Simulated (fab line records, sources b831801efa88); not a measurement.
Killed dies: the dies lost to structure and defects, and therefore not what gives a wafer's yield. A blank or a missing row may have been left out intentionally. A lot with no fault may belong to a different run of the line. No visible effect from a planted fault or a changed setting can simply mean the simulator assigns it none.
Struck lot and sound lot, side by side | flow sky130 | 15 out of 708 route steps
Sound: the wafers L514.2, L514.4, L514.6. Wafers struck: L518.3, L518.4, L518.5. Last of all comes the cause.
Each step with rows lists, per side, the tool, then ch with its chambers, then its first start. Under that, the readings that differ: sound wafers | struck wafers | difference of the means | sigmas: that difference in standard deviations of wafers without a fault.
alike: readings whose means differ by less than 2 such deviations, and words and numbers that are the same on both sides. not compared: withheld readings, readings that some wafer has no value for, bounds like >300 that may hide the same value, and numbers for which the record gives no deviation and whose values overlap.
The two part at a step that has a row with sigmas, a row that says differs or no value, or rows on one side only. Numbers that don't overlap but have no deviation are shown without sigmas and don't part them. A reading that every wafer of one side lacks parts them only if that side has two wafers or more.

first, 4 steps without rows for these wafers: SKY_VIA2_SOFTBAKE_08 (time 90 s); SKY_VIA2_EXPOSE_09 (exposes mask VIM2, target cd 200 nm); SKY_VIA2_PEB_10; SKY_VIA2_DEVELOP_11 (develop time 60 s).
SKY_VIA2_CD_MEAS_12: the cd target is 200 nm.
  sound on cd sem-01, day 40 10:46; struck on cd sem-02, day 41 10:09
  reading    | sound             | struck            | difference | sigmas
  cd nm (nm) | 201.2 200.9 201.7 | 197.2 198.7 196.5 | -3.8       | -3
SKY_VIA2_OVL_MEAS_13:
  sound on overlay-02, day 40 10:52; struck on overlay-01, day 41 10:14
  reading       | sound       | struck | difference | sigmas
  VIA2_OVL (nm) | -13 -13 -12 | 5 3 2  | +16        | +3
SKY_VIA2_ETCH_14: etches BARC in N2/H2, stops on SiO2, time 45.9 s, target depth 60 nm.
  sound on rie diel-01 ch 0,1,3, day 40 10:53; struck on rie diel-04 ch 0,1,2, day 41 10:16
  alike: drypump motor current A, oes product au, throttle valve pct
  not compared: rf hours counter h
SKY_VIA2_ETCH_15: etches SiO2 in C4F8/O2/Ar, stops on TiN, target depth 546 nm, time 84 s.
  sound on rie diel-01 ch 0,1,3, day 40 10:56; struck on rie diel-04 ch 0,1,2, day 41 10:19
  alike: oes product au
  not compared: rf hours counter h
SKY_VIA2_STRIP_16: strips in O2/N2.
  sound on plasma asher-04 ch 0,1, day 40 11:00; struck on plasma asher-02 ch 0,1, day 41 10:24
  alike: drypump motor current A, oes product au, strip time to endpoint s
  not compared: rf hours counter h
then, 3 steps without rows for these wafers: SKY_VIA2_STRIP_17 (strips in post etch residue remover, time 1200 s); SKY_VIA2_CLEAN_18 (cleans in IPA, time 180 s); SKY_VIA2_CLEAN_19 (cleans in O3/DIW).
SKY_VIA2_SPUTTER_20: material TiN, target thk 20 nm, time 80 s.
  sound on pvd sputter-02, day 40 11:36; struck on pvd sputter-02, day 41 10:58
  reading                                  | sound             | struck            | difference | sigmas
  model.TiN_of_VIA2_SPUTTER_20.thk nm (nm) | 19.89 19.96 19.89 | 21.12 21.18 21.45 | +1.34      |
  alike: throttle valve pct
SKY_VIA2_CVD_21: deposits W, target thk 420 nm, time 126.4 s.
  sound on cvd w-02 ch 0,1, day 40 11:40; struck on cvd w-02 ch 0,1, day 41 11:04
  alike: heater power w
-- the record jumps here: 8 days lie between the struck wafers' starts before and after (it left off in module VIA2 and takes up again in module PAD_OPEN, whose first step shown is number 708 of the route) --
SKY_PAD_OPEN_PROBE_99:
  record: rows for the struck wafers here (prober-01, day 49 22:41), none for the sound ones

WHERE THEY PART
At SKY_VIA2_CD_MEAS_12 first; at SKY_PAD_OPEN_PROBE_99 last (within this record only).

WHY: the cause the simulator had injected
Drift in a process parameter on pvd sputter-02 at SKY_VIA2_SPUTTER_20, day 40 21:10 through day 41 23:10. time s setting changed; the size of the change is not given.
